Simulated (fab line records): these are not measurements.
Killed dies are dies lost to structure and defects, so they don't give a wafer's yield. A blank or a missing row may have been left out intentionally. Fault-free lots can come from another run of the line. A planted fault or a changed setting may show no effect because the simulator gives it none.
fab line records	flow sky130
[record] lots = 24	wafers = 72	lastDay = 50
route steps=708 shown VIA1@473 CAPM@538 METAL3@565 CAP2M@606 VIA4@651 PAD_OPEN@707
lots that met no fault: taken from a fault-free run of the same line
startH: the number of hours between the record's first day and the start of the first shown wafer of the lot	waitH: how many hours have passed since the lot's step before this one	" identical to the entry in the row above	L1.1+2: a row that stands for several wafers	- no value, or no start given	* or withheld: withheld	< > ~ a bound
route shown NAME@n: names a module that has steps shown in the file, with the first one's number in the route	usual: mean/standard deviation of fault-free wafers	same: alike in all rows	chamber/n: place in a boat	sites: the reading at each site	_std_site: how widely they spread, as a standard deviation	_edge_site: the outer-site mean with the inner-site mean subtracted	radiusMm: how far each site lies from the wafer's centre	mask NAME#n: copy n	behind: the last tool/chamber to shape the wafer	hold: the reason the lot was held/the length of the hold in hours/how it ended	device: whichever transistor did not switch (one of n, p or np)	end of line: tests run on the same wafers once the route is complete	a step given without rows: its recipe and nothing more	killed: at the first sort, the dies lost to defects and structure; wafer yield is something else	map: per-die view of a wafer (x killed, . not killed, _ where there is no die)
set.NAME: the setting that was run; set.NAME@STEP: the one run at that earlier step	model.NAME: the simulator's own value behind a step, which no gauge read
a sample of lots followed through the steps of the route, with each step as a table and each wafer as a row
services: from which hour (startH, from the record's first day; less than 0 if before it) a tool's chamber was out of use, for how many hours, and why
[[steps]]
[step SKY_VIA1_ETCH_15]
[recipe] target = SiO2	chemistry = C4F8/O2/Ar	targetDepthNm = 351	stopOn = TiN	maskMaterial = KrF-thick	sourceW = 1500	biasW = 1200	pressureMtorr = 40	c4f8FlowSccm = withheld	O2_flow_sccm = 6	Ar_flow_sccm = 300	timeS = 54
[usual] oesProductAu = 0.982/0.0054
lot.wafer	tool	chamber	startH	waitH	oesProductAu	rfHoursCounterH
L074.3	rieDiel-01	2	790.53	0.0	0.972	10
L074.5	"	1	"	"	0.983	-
L074.6	"	0	"	"	0.975	-
L075.2	rieDiel-01	3	798.07	0.0	0.970	7
L075.3	"	0	"	"	0.979	17
L075.4	"	1	"	"	0.979	2
L076.2	rieDiel-01	2	801.98	0.0	0.982	10
L076.3	"	1	"	"	0.966	2
L076.6	"	3	"	"	0.990	-
L077.1	rieDiel-04	1	811.49	0.0	0.981	0
L077.4	"	1	"	"	0.987	-
L077.6	"	3	"	"	0.994	-
L078.2	rieDiel-02	1	825.84	0.0	0.985	26
L078.5	"	1	"	"	0.980	-
L078.6	"	2	"	"	0.974	-
L079.1	rieDiel-04	2	828.83	0.0	0.985	0
L079.3	"	0	"	"	0.987	18
L079.6	"	0	"	"	0.986	-
L080.2	rieDiel-01	2	843.73	0.0	0.987	11
L080.4	"	0	"	"	0.988	18
L080.6	"	0	"	"	0.982	-
L081.1	rieDiel-04	1	846.92	0.0	0.985	2
L081.4	"	3	"	"	0.975	6
L081.5	"	0	"	"	0.982	-
L082.2	rieDiel-02	3	851.69	0.0	0.979	6
L082.3	"	2	"	"	0.981	21
L082.6	"	1	"	"	0.983	-
L083.1	rieDiel-01	3	866.50	0.0	0.983	9
L083.5	"	2	"	"	0.982	-
L083.6	"	1	"	"	0.978	-
L084.1	rieDiel-01	1	875.28	0.0	0.982	3
L084.3	"	0	"	"	0.981	19
L084.5	"	2	"	"	0.978	-
L085.1	rieDiel-02	2	877.69	0.0	0.982	22
L085.2	"	1	"	"	0.978	0
L085.3	"	0	"	"	0.981	17
L086.1	rieDiel-02	2	887.19	0.0	0.980	22
L086.2	"	3	"	"	0.976	7
L086.6	"	0	"	"	0.989	-
L087.3	rieDiel-02	1	894.68	0.0	0.981	1
L087.4	"	2	"	"	0.982	22
L087.6	"	1	"	"	0.986	-
L088.2	rieDiel-01	3	898.09	0.0	0.986	10
L088.3	"	2	"	"	0.984	13
L088.5	"	3	"	"	0.989	-
L089.4	rieDiel-01	2	909.44	0.0	0.984	13
L089.5	"	3	"	"	0.979	-
L089.6	"	0	"	"	0.982	-
L090.1	rieDiel-01	1	918.18	0.0	0.983	5
L090.2	"	0	"	"	0.977	20
L090.3	"	3	"	"	0.977	10
L092.3	rieDiel-02	0	928.49	0.0	0.980	18
L092.4	"	1	"	"	0.988	2
L092.5	"	3	"	"	0.983	-
L091.4	rieDiel-01	3	932.11	0.0	0.997	-
L091.5	"	2	"	"	0.981	-
L091.6	"	1	"	"	0.967	-
L093.2	rieDiel-04	0	936.24	0.0	0.983	21
L093.3	"	3	"	"	0.991	9
L093.4	"	2	"	"	0.988	4
L094.1	rieDiel-01	1	940.92	0.0	0.987	5
L094.4	"	3	"	"	0.983	11
L094.6	"	1	"	"	0.992	-
L095.1	rieDiel-04	2	947.89	0.0	0.978	4
L095.4	"	0	"	"	0.983	21
L095.6	"	2	"	"	0.983	-
L096.3	rieDiel-01	2	953.27	0.0	0.981	14
L096.4	"	1	"	"	0.976	6
L096.5	"	2	"	"	0.984	-
L097.1	rieDiel-04	1	959.34	0.0	0.976	5
L097.3	"	3	"	"	0.977	9
L097.5	"	2	"	"	0.983	-
[step SKY_CAPM_THK_MEAS_01]
[recipe] reads = SiO2_of_CAPM_CVD_00
[usual] CAPM_CVD_00_THK = 15.52/0.2
lot.wafer	tool	chamber	startH	waitH	CAPM_CVD_00_THK[nm]
L074.3	filmMetro-02	-	848.79	-	15.34
L074.5	"	-	"	"	15.79
L074.6	"	-	"	"	15.71
L075.2	filmMetro-03	-	854.84	-	15.54
L075.3	"	-	"	"	15.41
L075.4	"	-	"	"	15.79
L076.2	filmMetro-03	-	858.14	-	15.33
L076.3	"	-	"	"	15.26
L076.6	"	-	"	"	15.41
L077.1	filmMetro-03	-	868.71	-	15.37
L077.4	"	-	"	"	15.42
L077.6	"	-	"	"	15.24
L078.2	filmMetro-02	-	882.34	-	15.38
L078.5	"	-	"	"	15.72
L078.6	"	-	"	"	15.63
L079.1	filmMetro-04	-	885.57	-	15.50
L079.3	"	-	"	"	15.33
L079.6	"	-	"	"	15.76
L080.2	filmMetro-03	-	900.62	-	15.36
L080.4	"	-	"	"	15.48
L080.6	"	-	"	"	15.50
L081.1	filmMetro-02	-	902.15	-	15.18
L081.4	"	-	"	"	15.86
L081.5	"	-	"	"	15.72
L082.2	filmMetro-03	-	908.15	-	15.46
L082.3	"	-	"	"	15.23
L082.6	"	-	"	"	15.51
L083.1	filmMetro-03	-	922.26	-	15.43
L083.5	"	-	"	"	15.57
L083.6	"	-	"	"	15.85
L084.1	filmMetro-04	-	928.88	-	15.18
L084.3	"	-	"	"	15.29
L084.5	"	-	"	"	15.70
L085.1	filmMetro-02	-	931.96	-	15.66
L085.2	"	-	"	"	15.56
L085.3	"	-	"	"	15.76
L086.1	filmMetro-04	-	943.14	-	15.34
L086.2	"	-	"	"	15.42
L086.6	"	-	"	"	15.66
L087.3	filmMetro-03	-	948.28	-	15.74
L087.4	"	-	"	"	15.73
L087.6	"	-	"	"	15.63
L088.2	filmMetro-02	-	951.96	-	15.51
L088.3	"	-	"	"	15.24
L088.5	"	-	"	"	15.44
L089.4	filmMetro-04	-	962.36	-	15.54
L089.5	"	-	"	"	15.71
L089.6	"	-	"	"	15.48
L090.1	filmMetro-03	-	970.46	-	15.45
L090.2	"	-	"	"	15.27
L090.3	"	-	"	"	15.40
L092.3	filmMetro-03	-	980.96	-	15.77
L092.4	"	-	"	"	15.67
L092.5	"	-	"	"	15.92
L091.4	filmMetro-04	-	984.72	-	15.23
L091.5	"	-	"	"	15.52
L091.6	"	-	"	"	15.45
L093.2	filmMetro-04	-	989.03	-	15.56
L093.3	"	-	"	"	15.52
L093.4	"	-	"	"	15.86
L094.1	filmMetro-03	-	992.56	-	15.27
L094.4	"	-	"	"	15.57
L094.6	"	-	"	"	15.62
L095.1	filmMetro-03	-	1000.18	-	15.45
L095.4	"	-	"	"	15.89
L095.6	"	-	"	"	15.81
L096.3	filmMetro-02	-	1005.39	-	15.28
L096.4	"	-	"	"	15.70
L096.5	"	-	"	"	15.55
L097.1	filmMetro-04	-	1011.79	-	15.34
L097.3	"	-	"	"	15.60
L097.5	"	-	"	"	15.91
[step SKY_METAL3_DESCUM_15]
[recipe] chemistry = O2	sourcePowerW = 150	biasPowerW = 0	pressureMtorr = 10	tempC = 40	timeS = 8
[usual] drypumpMotorCurrentA = 5.7/0.42	oesProductAu = 0.998/0.0099	tempC = 40.02/0.11
lot.wafer	tool	chamber	startH	waitH	drypumpMotorCurrentA	oesProductAu	rfHoursCounterH	tempC
L074.3	rieMetal-04	1	901.16	0.0	5.5	1.008	-	40.17
L074.5	"	0	"	"	6.0	1.007	-	39.91
L074.6	"	1	"	"	5.4	1.002	-	40.18
L075.2	rieMetal-04	1	906.78	0.0	5.5	0.998	12	40.07
L075.3	"	0	"	"	6.0	1.004	-	40.04
L075.4	"	1	"	"	5.5	1.002	-	39.95
L076.2	rieMetal-01	1	910.14	0.0	6.4	1.003	-	39.90
L076.3	"	1	"	"	6.3	0.999	-	39.92
L076.6	"	1	"	"	6.3	1.005	-	39.92
L077.1	rieMetal-01	1	919.83	0.0	6.4	1.007	1	40.18
L077.4	"	1	"	"	6.3	1.005	-	40.14
L077.6	"	1	"	"	6.3	1.001	-	40.18
L078.2	rieMetal-03	0	932.63	0.0	5.1	0.983	15	39.88
L078.5	"	1	"	"	5.5	0.995	-	40.00
L078.6	"	0	"	"	5.2	0.988	-	39.91
L079.1	rieMetal-03	0	936.08	0.0	5.1	0.990	15	40.03
L079.3	"	0	"	"	5.1	0.988	-	39.95
L079.6	"	1	"	"	5.5	0.995	-	40.01
L080.2	rieMetal-01	0	949.53	0.0	5.8	1.003	0	39.73
L080.4	"	1	"	"	6.3	1.002	-	40.09
L080.6	"	0	"	"	5.8	1.001	-	39.92
L081.1	rieMetal-03	0	951.44	0.0	5.2	0.983	16	39.95
L081.4	"	1	"	"	5.5	0.995	-	39.86
L081.5	"	0	"	"	5.1	0.980	-	40.08
L082.2	rieMetal-04	1	957.60	0.0	5.5	1.015	15	40.19
L082.3	"	0	"	"	6.0	0.999	-	40.17
L082.6	"	0	"	"	6.0	1.001	-	39.94
L083.1	rieMetal-04	0	970.54	0.0	6.0	0.995	4	39.99
L083.5	"	0	"	"	6.0	1.004	-	40.07
L083.6	"	1	"	"	5.5	1.008	-	39.98
L084.1	rieMetal-01	0	977.40	0.0	5.8	1.007	2	39.95
L084.3	"	1	"	"	6.3	1.004	-	40.20
L084.5	"	1	"	"	6.4	1.001	-	40.09
L085.1	rieMetal-01	0	979.63	0.0	5.8	0.996	2	40.07
L085.2	"	1	"	"	6.3	1.019	6	39.95
L085.3	"	1	"	"	6.3	1.009	-	40.03
L086.1	rieMetal-03	0	990.70	0.0	5.2	0.977	18	40.08
L086.2	"	1	"	"	5.5	1.008	11	40.08
L086.6	"	1	"	"	5.5	1.004	-	39.87
L087.3	rieMetal-03	0	996.34	0.0	5.2	0.985	-	40.00
L087.4	"	1	"	"	5.5	1.002	-	40.08
L087.6	"	1	"	"	5.5	1.004	-	40.17
L088.2	rieMetal-04	1	1001.03	0.0	5.5	1.013	17	39.92
L088.3	"	1	"	"	5.5	1.001	-	40.06
L088.5	"	1	"	"	5.5	1.010	-	40.00
L089.4	rieMetal-03	1	1010.91	0.0	5.5	1.002	-	40.11
L089.5	"	1	"	"	5.5	0.999	-	39.98
L089.6	"	0	"	"	5.1	0.989	-	40.13
L090.1	rieMetal-04	0	1018.35	0.0	6.0	1.010	7	40.14
L090.2	"	1	"	"	5.5	1.019	18	40.16
L090.3	"	0	"	"	6.0	1.011	-	40.00
L092.3	rieMetal-04	1	1028.60	0.0	5.5	1.015	-	39.99
L092.4	"	0	"	"	6.0	1.005	-	39.85
L092.5	"	0	"	"	6.0	1.007	-	39.95
L091.4	rieMetal-03	1	1031.20	0.0	5.5	0.989	-	39.91
L091.5	"	0	"	"	5.1	0.973	-	39.90
L091.6	"	1	"	"	5.5	0.999	-	39.99
L093.2	rieMetal-03	1	1035.93	0.0	5.5	0.991	14	39.91
L093.3	"	0	"	"	5.1	0.988	-	40.01
L093.4	"	1	"	"	5.5	0.987	-	40.14
L094.1	rieMetal-03	1	1039.25	0.0	5.5	0.993	14	40.00
L094.4	"	0	"	"	5.2	0.984	-	39.97
L094.6	"	1	"	"	5.5	0.994	-	40.14
L095.1	rieMetal-01	0	1046.85	0.0	5.8	0.997	6	39.99
L095.4	"	0	"	"	5.8	1.008	-	40.07
L095.6	"	1	"	"	6.3	1.001	-	40.20
L096.3	rieMetal-01	1	1050.49	0.0	6.3	1.005	-	39.98
L096.4	"	1	"	"	6.3	1.010	-	40.00
L096.5	"	1	"	"	6.3	1.003	-	40.08
L097.1	rieMetal-03	1	1057.29	0.0	5.5	0.990	15	39.90
L097.3	"	1	"	"	5.5	1.005	-	39.84
L097.5	"	1	"	"	5.5	0.988	-	39.87
[step SKY_CAP2M_RS_MEAS_03]
[recipe] thkMeasGauge = four-point-probe	reads = TiN_of_CAP2M_SPUTTER_02
[usual] CAP2M_TIN_RS = 6.94/0.068
lot.wafer	tool	chamber	startH	waitH	CAP2M_TIN_RS[ohm/sq]
L074.3	filmMetro-02	-	928.80	0.1	6.91
L074.5	"	-	"	"	6.87
L074.6	"	-	"	"	6.88
L075.2	filmMetro-02	-	933.27	0.1	7.04
L075.3	"	-	"	"	7.01
L075.4	"	-	"	"	7.05
L076.2	filmMetro-03	-	938.67	0.1	6.89
L076.3	"	-	"	"	7.00
L076.6	"	-	"	"	7.00
L077.1	filmMetro-02	-	947.65	0.1	6.90
L077.4	"	-	"	"	6.98
L077.6	"	-	"	"	6.94
L078.2	filmMetro-02	-	960.24	0.1	6.86
L078.5	"	-	"	"	6.91
L078.6	"	-	"	"	6.89
L079.1	filmMetro-02	-	964.13	0.1	7.04
L079.3	"	-	"	"	6.94
L079.6	"	-	"	"	6.93
L080.2	filmMetro-02	-	977.71	0.1	6.92
L080.4	"	-	"	"	6.98
L080.6	"	-	"	"	6.96
L081.1	filmMetro-02	-	979.22	0.1	6.85
L081.4	"	-	"	"	6.81
L081.5	"	-	"	"	6.89
L082.2	filmMetro-02	-	985.18	0.1	6.95
L082.3	"	-	"	"	6.91
L082.6	"	-	"	"	6.88
L083.1	filmMetro-03	-	998.10	0.1	7.02
L083.5	"	-	"	"	6.95
L083.6	"	-	"	"	6.97
L084.1	filmMetro-02	-	1004.38	0.1	6.98
L084.3	"	-	"	"	6.90
L084.5	"	-	"	"	6.91
L085.1	filmMetro-02	-	1007.20	0.1	6.89
L085.2	"	-	"	"	6.90
L085.3	"	-	"	"	6.78
L086.1	filmMetro-02	-	1017.25	0.1	6.98
L086.2	"	-	"	"	7.09
L086.6	"	-	"	"	7.04
L087.3	filmMetro-01	-	1023.19	0.1	6.99
L087.4	"	-	"	"	6.99
L087.6	"	-	"	"	7.03
L088.2	filmMetro-02	-	1028.02	0.1	6.97
L088.3	"	-	"	"	6.98
L088.5	"	-	"	"	7.05
L089.4	filmMetro-01	-	1037.86	0.1	7.02
L089.5	"	-	"	"	6.95
L089.6	"	-	"	"	6.94
L090.1	filmMetro-02	-	1043.69	0.1	6.96
L090.2	"	-	"	"	7.01
L090.3	"	-	"	"	7.00
L092.3	filmMetro-01	-	1053.78	0.1	6.81
L092.4	"	-	"	"	6.76
L092.5	"	-	"	"	6.81
L091.4	filmMetro-03	-	1056.30	0.1	6.92
L091.5	"	-	"	"	6.94
L091.6	"	-	"	"	6.91
L093.2	filmMetro-02	-	1060.45	0.1	6.94
L093.3	"	-	"	"	6.97
L093.4	"	-	"	"	6.89
L094.1	filmMetro-02	-	1064.63	0.1	6.89
L094.4	"	-	"	"	6.87
L094.6	"	-	"	"	6.95
L095.1	filmMetro-03	-	1072.48	0.1	6.92
L095.4	"	-	"	"	6.81
L095.6	"	-	"	"	6.88
L096.3	filmMetro-03	-	1076.46	0.1	6.86
L096.4	"	-	"	"	6.90
L096.5	"	-	"	"	6.86
L097.1	filmMetro-03	-	1081.64	0.1	6.95
L097.3	"	-	"	"	6.93
L097.5	"	-	"	"	6.93
[step SKY_VIA4_ETCH_12]
[recipe] target = SiO2	chemistry = C4F8/O2/Ar	stopOn = TiN	maskMaterial = NOVOLAK	sourceW = 1500	biasW = 1200	pressureMtorr = 40	c4f8FlowSccm = withheld	O2_flow_sccm = 6	Ar_flow_sccm = 300	timeS = withheld	targetDepthA = 5800
[usual] oesProductAu = 0.925/0.0046
lot.wafer	tool	chamber	startH	waitH	oesProductAu
L074.3	rieDiel-01	2	1003.07	0.0	0.926
L074.5	"	2	"	"	0.930
L074.6	"	1	"	"	0.926
L075.2	rieDiel-03	2	1007.06	0.0	0.931
L075.3	"	0	"	"	0.922
L075.4	"	0	"	"	0.915
L076.2	rieDiel-03	2	1012.38	0.0	0.928
L076.3	"	1	"	"	0.923
L076.6	"	1	"	"	0.934
L077.1	rieDiel-04	3	1021.81	0.0	0.927
L077.4	"	1	"	"	0.932
L077.6	"	1	"	"	0.924
L078.2	rieDiel-01	3	1032.56	0.0	0.926
L078.5	"	0	"	"	0.921
L078.6	"	3	"	"	0.933
L079.1	rieDiel-03	0	1036.43	0.0	0.928
L079.3	"	3	"	"	0.931
L079.6	"	2	"	"	0.926
L080.2	rieDiel-04	3	1048.08	0.0	0.918
L080.4	"	2	"	"	0.919
L080.6	"	1	"	"	0.924
L081.1	rieDiel-04	3	1049.87	0.0	0.922
L081.4	"	1	"	"	0.927
L081.5	"	3	"	"	0.928
L082.2	rieDiel-01	3	1054.54	0.0	0.930
L082.3	"	0	"	"	0.924
L082.6	"	1	"	"	0.927
L083.1	rieDiel-04	0	1066.93	0.0	0.923
L083.5	"	2	"	"	0.928
L083.6	"	3	"	"	0.923
L084.1	rieDiel-04	3	1073.63	0.0	0.929
L084.3	"	2	"	"	0.924
L084.5	"	2	"	"	0.925
L085.1	rieDiel-04	0	1076.52	0.0	0.933
L085.2	"	3	"	"	0.922
L085.3	"	1	"	"	0.927
L086.1	rieDiel-01	1	1083.38	0.0	0.927
L086.2	"	2	"	"	0.925
L086.6	"	2	"	"	0.930
L087.3	rieDiel-01	1	1090.11	0.0	0.926
L087.4	"	0	"	"	0.922
L087.6	"	1	"	"	0.924
L088.2	rieDiel-03	0	1094.76	0.0	0.927
L088.3	"	3	"	"	0.920
L088.5	"	1	"	"	0.924
L089.4	rieDiel-03	3	1103.41	0.0	0.922
L089.5	"	0	"	"	0.919
L089.6	"	3	"	"	0.930
L090.1	rieDiel-03	0	1107.83	0.0	0.929
L090.2	"	1	"	"	0.922
L090.3	"	2	"	"	0.937
L092.3	rieDiel-04	1	1116.33	0.0	0.928
L092.4	"	0	"	"	0.925
L092.5	"	2	"	"	0.922
L091.4	rieDiel-03	3	1120.13	0.0	0.926
L091.5	"	3	"	"	0.931
L091.6	"	0	"	"	0.925
L093.2	rieDiel-04	0	1124.88	0.0	0.918
L093.3	"	3	"	"	0.924
L093.4	"	1	"	"	0.930
L094.1	rieDiel-04	3	1126.33	0.0	0.924
L094.4	"	1	"	"	0.931
L094.6	"	3	"	"	0.931
L095.1	rieDiel-01	3	1134.38	0.0	0.920
L095.4	"	1	"	"	0.923
L095.6	"	3	"	"	0.916
L096.3	rieDiel-01	2	1138.08	0.0	0.926
L096.4	"	3	"	"	0.931
L096.5	"	0	"	"	0.929
L097.1	rieDiel-01	3	1141.83	0.0	0.933
L097.3	"	1	"	"	0.926
L097.5	"	0	"	"	0.922
[step SKY_PAD_OPEN_BOW_MEAS_13]
[recipe] mode = bow
[usual] PAD_OPEN_BOW = 47/7.8
lot.wafer	tool	chamber	startH	waitH	PAD_OPEN_BOW[um]
L074.3	filmMetro-03	-	1074.80	-	46
L074.5	"	-	"	"	56
L074.6	"	-	"	"	48
L075.2	filmMetro-02	-	1077.67	-	51
L075.3	"	-	"	"	49
L075.4	"	-	"	"	54
L076.2	filmMetro-03	-	1082.72	-	47
L076.3	"	-	"	"	39
L076.6	"	-	"	"	32
L077.1	filmMetro-03	-	1091.99	-	42
L077.4	"	-	"	"	46
L077.6	"	-	"	"	43
L078.2	filmMetro-01	-	1101.27	-	48
L078.5	"	-	"	"	46
L078.6	"	-	"	"	54
L079.1	filmMetro-02	-	1104.19	-	56
L079.3	"	-	"	"	43
L079.6	"	-	"	"	51
L080.2	filmMetro-01	-	1116.21	-	42
L080.4	"	-	"	"	46
L080.6	"	-	"	"	41
L081.1	filmMetro-03	-	1116.94	-	50
L081.4	"	-	"	"	56
L081.5	"	-	"	"	41
L082.2	filmMetro-02	-	1121.45	-	43
L082.3	"	-	"	"	51
L082.6	"	-	"	"	53
L083.1	filmMetro-03	-	1131.97	-	61
L083.5	"	-	"	"	58
L083.6	"	-	"	"	49
L084.1	filmMetro-03	-	1137.18	-	43
L084.3	"	-	"	"	40
L084.5	"	-	"	"	49
L085.1	filmMetro-01	-	1141.98	-	45
L085.2	"	-	"	"	45
L085.3	"	-	"	"	44
L086.1	filmMetro-01	-	1147.50	-	46
L086.2	"	-	"	"	45
L086.6	"	-	"	"	51
L087.3	filmMetro-03	-	1151.89	-	40
L087.4	"	-	"	"	45
L087.6	"	-	"	"	48
L088.2	filmMetro-02	-	1157.30	-	41
L088.3	"	-	"	"	26
L088.5	"	-	"	"	39
L089.4	filmMetro-02	-	1165.49	-	39
L089.5	"	-	"	"	50
L089.6	"	-	"	"	42
L090.1	filmMetro-02	-	1168.60	-	41
L090.2	"	-	"	"	40
L090.3	"	-	"	"	39
L092.3	filmMetro-01	-	1175.53	-	58
L092.4	"	-	"	"	53
L092.5	"	-	"	"	49
L091.4	filmMetro-01	-	1178.54	-	44
L091.5	"	-	"	"	54
L091.6	"	-	"	"	33
L093.2	filmMetro-03	-	1183.92	-	46
L093.3	"	-	"	"	46
L093.4	"	-	"	"	39
L094.1	filmMetro-03	-	1185.01	-	48
L094.4	"	-	"	"	48
L094.6	"	-	"	"	48
L095.1	filmMetro-01	-	1190.51	-	30
L095.4	"	-	"	"	30
L095.6	"	-	"	"	39
L096.3	filmMetro-03	-	1192.51	-	47
L096.4	"	-	"	"	54
L096.5	"	-	"	"	56
L097.1	filmMetro-02	-	1195.39	-	41
L097.3	"	-	"	"	44
L097.5	"	-	"	"	52
[[services]]
tool	chamber	startH	hours	kind
rieDiel-04	3	770.99	3.7	repair
rieMetal-01	0	777.52	9.8	repair
rieMetal-04	1	781.45	38.9	repair
rieDiel-01	0	799.21	8.7	repair
rieDiel-03	-	804.97	14.6	pm
rieMetal-04	-	813.51	3.2	repair
rieDiel-01	0	815.48	3.3	repair
rieMetal-04	-	818.18	2.8	pm
rieDiel-03	3	832.41	7.2	repair
rieDiel-03	-	833.83	0.3	repair
rieMetal-03	-	850.14	0.3	repair
rieMetal-03	0	865.35	8.2	repair
rieDiel-01	-	872.05	2.8	pm
rieMetal-04	0	873.48	1.0	repair
rieMetal-03	0	875.09	6.8	repair
rieDiel-03	-	900.30	0.6	repair
rieDiel-01	0	922.66	16.1	repair
rieDiel-04	1	932.39	2.9	repair
rieDiel-04	3	976.78	2.5	repair
rieDiel-01	1	1033.25	15.8	repair
rieMetal-03	-	1058.42	2.8	pm
rieDiel-01	0	1077.50	1.8	repair
rieDiel-04	-	1096.80	14.6	pm
rieDiel-01	1	1116.77	4.9	repair
[[key]]
fault none
